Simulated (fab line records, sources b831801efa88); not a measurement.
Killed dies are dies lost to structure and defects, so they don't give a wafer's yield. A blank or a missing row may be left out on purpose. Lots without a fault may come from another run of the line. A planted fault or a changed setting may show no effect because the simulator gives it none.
Which tool did it? | flow gf180mcu | 15 lots, 45 wafers sampled, at 4 steps of a route of 602

WHAT THE GAUGES READ, wafer by wafer
GF_POLY_GATE_OVL_MEAS_11.
lot  | measured     | on         | POLY_GATE_OVL (nm)
L417 | day 8 23:31  | overlay-01 | -8 -4 -6
L420 | day 10 05:58 | overlay-02 | 11 0 5
L421 | day 10 12:02 | overlay-01 | -3 -3 -11
L422 | day 10 16:20 | overlay-01 | -1 -12 -8
L424 | day 11 09:55 | overlay-02 | -2 3 6
L430 | day 13 07:04 | overlay-02 | -4 -5 -13
L431 | day 13 12:59 | overlay-02 | -1 -15 -1
L432 | day 13 19:07 | overlay-01 | -11 -9 -5
L433 | day 13 21:20 | overlay-02 | -6 -3 -3
L434 | day 14 14:11 | overlay-02 | -9 -13 -7
L435 | day 14 23:55 | overlay-02 | 5 -5 -3
L437 | day 15 09:06 | overlay-01 | 9 -1 6
L438 | day 15 14:25 | overlay-02 | -6 -6 5
L439 | day 15 17:52 | overlay-01 | -2 -6 -8
L440 | day 15 23:10 | overlay-02 | -4 1 -8

GF_CONTACT_CD_MEAS_14: target cd 220 nm.
lot  | measured     | on        | cd_nm (nm)
L417 | day 15 17:11 | cd_sem-02 | 219.5 218.1 219.8
L420 | day 17 10:20 | cd_sem-01 | 217.5 217.3 218.2
L421 | day 17 17:22 | cd_sem-01 | 218.2 219.4 219.1
L422 | day 18 01:07 | cd_sem-02 | 218.5 218.0 218.5
L424 | day 18 21:10 | cd_sem-02 | 221.4 220.8 221.0
L433 | day 21 22:06 | cd_sem-02 | 217.6 219.1 217.5
L434 | day 22 13:28 | cd_sem-01 | 216.4 217.9 217.9
L435 | day 23 03:43 | cd_sem-02 | 220.4 219.1 218.7
L437 | day 23 14:14 | cd_sem-01 | 220.1 219.5 220.3
L438 | day 23 19:37 | cd_sem-02 | 221.1 220.6 220.7
L439 | day 23 22:55 | cd_sem-01 | 221.9 221.8 222.9
L440 | day 24 03:17 | cd_sem-02 | 218.4 219.9 219.2

WHICH TOOL RAN EACH LOT (tool, then ch and the chambers of the sampled wafers, then the start)
lot  | GF_HV_LDD_STRIP_10                   | GF_HV_LDD_EXPOSE_43
L417 | plasma_asher-01 ch 0,1, day 9 17:43  | iline_stepper-01 ch 0, day 11 15:40
L420 | plasma_asher-04 ch 0,1, day 11 02:27 | iline_stepper-01 ch 0, day 13 03:01
L421 | plasma_asher-04 ch 0,1, day 11 08:32 | iline_stepper-01 ch 0, day 13 09:40
L422 | plasma_asher-01 ch 0,1, day 11 14:13 | iline_stepper-02 ch 0, day 13 16:46
L424 | plasma_asher-03 ch 0,1, day 12 07:54 | iline_stepper-01 ch 0, day 14 11:17
L430 | plasma_asher-01 ch 0,1, day 14 05:45 | iline_stepper-01, day 16 13:34
L431 | plasma_asher-04 ch 0,1, day 14 11:17 | iline_stepper-01, day 16 17:55
L432 | plasma_asher-03 ch 0,1, day 14 18:54 | iline_stepper-02, day 17 02:29
L433 | plasma_asher-03 ch 0,1, day 14 19:54 | iline_stepper-02 ch 0, day 17 03:13
L434 | plasma_asher-03 ch 0,1, day 15 12:52 | iline_stepper-01 ch 0, day 17 21:34
L435 | plasma_asher-04 ch 1, day 16 00:21   | iline_stepper-01 ch 0, day 18 09:29
L437 | plasma_asher-01 ch 0,1, day 16 10:33 | iline_stepper-02 ch 0, day 18 21:37
L438 | plasma_asher-03 ch 0,1, day 16 16:03 | iline_stepper-02 ch 0, day 19 04:03
L439 | plasma_asher-04 ch 0,1, day 16 20:26 | iline_stepper-02 ch 0, day 19 07:30
L440 | plasma_asher-01 ch 0,1, day 16 23:40 | iline_stepper-02 ch 0, day 19 11:20
- GF_HV_LDD_STRIP_10: strips in O2/N2.
- GF_HV_LDD_EXPOSE_43: exposes mask Pplus HV AREA, target cd 400 nm.

WHAT THE TOOLS THEMSELVES READ (means of the sampled wafers that have a number; where no wafer has one, the mark that the record gives instead)
GF_HV_LDD_STRIP_10.
lot  | tool            | drypump_motor_current_A (A) | heater_power_w (W) | n2_flow_sccm (sccm) | oes_product_au (a.u.) | platen_temp_c (C) | strip_time_to_endpoint_s (s)
L417 | plasma_asher-01 | 5.9                         | 321                | 300.4               | 0.715                 | 250.00            | 12.64
L420 | plasma_asher-04 | 5.3                         | 319                | 300.5               | 0.712                 | 249.92            | 12.57
L421 | plasma_asher-04 | 5.3                         | 320                | 300.8               | 0.713                 | 249.84            | 12.66
L422 | plasma_asher-01 | 5.7                         | 347                | 299.9               | 0.711                 | 250.04            | 12.60
L424 | plasma_asher-03 | 6.5                         | 354                | 298.7               | 0.712                 | 250.01            | 12.64
L430 | plasma_asher-01 | 5.9                         | 319                | 300.5               | 0.719                 | 250.06            | 12.62
L431 | plasma_asher-04 | 5.4                         | 320                | 300.2               | 0.717                 | 249.90            | 12.63
L432 | plasma_asher-03 | 6.5                         | 361                | 299.9               | 0.717                 | 249.91            | 12.61
L433 | plasma_asher-03 | 6.2                         | 364                | 300.4               | 0.710                 | 249.82            | 12.65
L434 | plasma_asher-03 | 6.2                         | 354                | 299.2               | 0.718                 | 250.00            | 12.68
L435 | plasma_asher-04 | 5.6                         | 302                | 299.5               | 0.712                 | 249.99            | 12.69
L437 | plasma_asher-01 | 5.9                         | 319                | 300.3               | 0.713                 | 250.15            | 12.64
L438 | plasma_asher-03 | 6.5                         | 358                | 299.6               | 0.715                 | 249.80            | 12.68
L439 | plasma_asher-04 | 5.4                         | 318                | 299.1               | 0.714                 | 250.09            | 12.65
L440 | plasma_asher-01 | 5.7                         | 343                | 300.2               | 0.717                 | 249.88            | 12.61

GF_HV_LDD_EXPOSE_43.
lot  | tool             | exposure_dose_mJ_cm2 | focus_offset_nm (nm) | stage_vel_mm_s (mm/s)
L417 | iline_stepper-01 | 140.04               | -0.2                 | 499.82
L420 | iline_stepper-01 | 139.84               | 0.6                  | 500.10
L421 | iline_stepper-01 | 139.91               | 0.2                  | 499.86
L422 | iline_stepper-02 | 139.81               | -0.1                 | 500.10
L424 | iline_stepper-01 | 139.90               | 0.8                  | 499.87
L430 | iline_stepper-01 | -                    | -                    | -
L431 | iline_stepper-01 | -                    | -                    | -
L432 | iline_stepper-02 | -                    | -                    | -
L433 | iline_stepper-02 | 139.96               | 0.4                  | 500.43
L434 | iline_stepper-01 | 140.11               | -0.2                 | 499.77
L435 | iline_stepper-01 | 139.99               | -0.2                 | 499.74
L437 | iline_stepper-02 | 139.93               | 0.1                  | 500.03
L438 | iline_stepper-02 | 140.01               | 0.4                  | 499.94
L439 | iline_stepper-02 | 139.94               | 0.0                  | 500.03
L440 | iline_stepper-02 | 140.09               | -0.2                 | 500.01

THE ANSWER, worked out from the rows above alone
Rule: what is usual is taken from the lots themselves. Put in order of their means at a reading, lots are off if they are a third of the lots or fewer, leave a main group of 4 or more, and stand apart from it by a gap of 3 or more times the standard deviation of the main group's means; of several such gaps the widest counts. A main group whose means are all the same, to the digits that the tables above print for the reading, isn't used. A lot without any number at a reading at which 4 lots or more have one is off too. The other lots that the step has rows for count as sound. The gauges are gone through in route order, then the tools' own readings, and for those a lot's mean is taken as printed above. The first step at which some lot is off is used, and at that step the reading that is off furthest; a lot without a number counts as furthest.
Off: L430, L431, L432, at GF_HV_LDD_EXPOSE_43 (exposure_dose_mJ_cm2). Without a number there: L430, L431, L432. The main group: mean 139.96, standard deviation 0.088.
A tool fits if, at that step or a process step before it, it ran every lot that is off, and no sound lot after the first of them. None of those tried fits.

WHAT THE SIMULATOR HAD PUT IN
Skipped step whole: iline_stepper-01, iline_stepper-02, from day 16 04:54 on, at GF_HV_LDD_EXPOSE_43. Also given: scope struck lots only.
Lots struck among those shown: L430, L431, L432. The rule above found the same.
